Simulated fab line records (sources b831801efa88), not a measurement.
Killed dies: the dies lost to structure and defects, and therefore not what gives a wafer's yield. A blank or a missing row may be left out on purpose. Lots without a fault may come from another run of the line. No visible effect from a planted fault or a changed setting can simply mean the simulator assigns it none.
Problem report in the 8D (eight disciplines) form, filled by code / flow sky130 / the parts of the form that need people (team, actions taken, sign-off) are left out

1. THE PROBLEM
oes_product_au at SKY_VIA3_ETCH_15 reads a mean of 0.889 a.u. on 6 wafers of 2 lots; wafers without a fault read 0.947 a.u. with a standard deviation of 0.0048. That is -12 standard deviations from the usual mean.
The step: etches SiO2 in C4F8/O2/Ar, stops on TiN, target depth 507 nm, time 78 s.
Seen first at day 45 06:04 on rie_diel-04, wafer L204.1. At this step, 33 wafers from 11 lots have a number in the record. Rule for "out", or "out of limits": more than 4 standard deviations from the usual mean. Any other wafer with a number is counted as sound.

2. WHAT THIS IS AND IS NOT
question=which readings at this step | is=oes_product_au | is not=-
question=which lots | is=L204, L205 | is not=L186, L187, L191, L192, L193, L194, L195, L203, L207
question=which wafers of those lots | is=all that have a number | is not=-
question=read on which tools | is=rie_diel-03, rie_diel-04 | is not=rie_diel-02
question=when | is=from day 45 06:04 | is not=up to then (24 sound wafers); but 3 sound wafers of L207 came after

3. SUSPECTS, AND WHAT RULES EACH OUT
Counting: a tool at any process step up to the reading remains a suspect when it ran all the lots that are out and ran no sound lot after the first of those.
- plasma_asher-04 at SKY_VIA2_STRIP_16 (strips in O2/N2): kept. Every lot that is out went through it, starting with L204 (day 42 05:16), and after that it ran no sound lot; the last sound lot it ran before then is L192 (day 39 00:19).
- cmp-01 at SKY_VIA3_CMP_02 (polishes SiO2): kept. Every lot that is out went through it, starting with L204 (day 44 07:43), and after that it ran no sound lot; the last sound lot it ran before then is L203 (day 43 23:58).
Remaining after the count are plasma_asher-04 at SKY_VIA2_STRIP_16 and cmp-01 at SKY_VIA3_CMP_02.

4. THE CAUSE (what the simulator had put in)
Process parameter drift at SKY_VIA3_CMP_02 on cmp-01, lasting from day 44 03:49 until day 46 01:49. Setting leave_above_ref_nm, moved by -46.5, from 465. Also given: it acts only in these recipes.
Counting left 2 suspects, and this tool is among them.

5. SEQUENCE OF EFFECTS, ordered by route
Each row: a reading where the mean over the struck wafers with a number is more than 3 standard deviations away from the usual. Readings are gone through only where the record gives a usual standard deviation; hours: the median, over the lots, of the time from a lot's start at the first step in this table giving one to that lot's start at this step; sigmas: the change measured in usual standard deviations.
hours=0; step=SKY_VIA3_ETCH_15; reading=oes_product_au; usual=0.947 a.u.; on struck wafers=0.889; change=-0.058; sigmas=-12
The process steps in it:
- SKY_VIA3_ETCH_15: etches SiO2 in C4F8/O2/Ar, stops on TiN, target depth 507 nm, time 78 s.

6. HOW IT WOULD HAVE BEEN CAUGHT EARLIER
26 hours passed between the start of the fault at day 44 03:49 and the first reading out of limits in this record, taken at day 45 06:04.
Of the tool readings at SKY_VIA3_CMP_02 for which the record gives a usual standard deviation, none was out on any struck wafer, so an alarm limit of 4 standard deviations on them would not have fired.
Lots out: 2; all had begun SKY_VIA3_CMP_02 on cmp-01 by day 45 06:04. Holding the tool at that point would not have protected any of them.
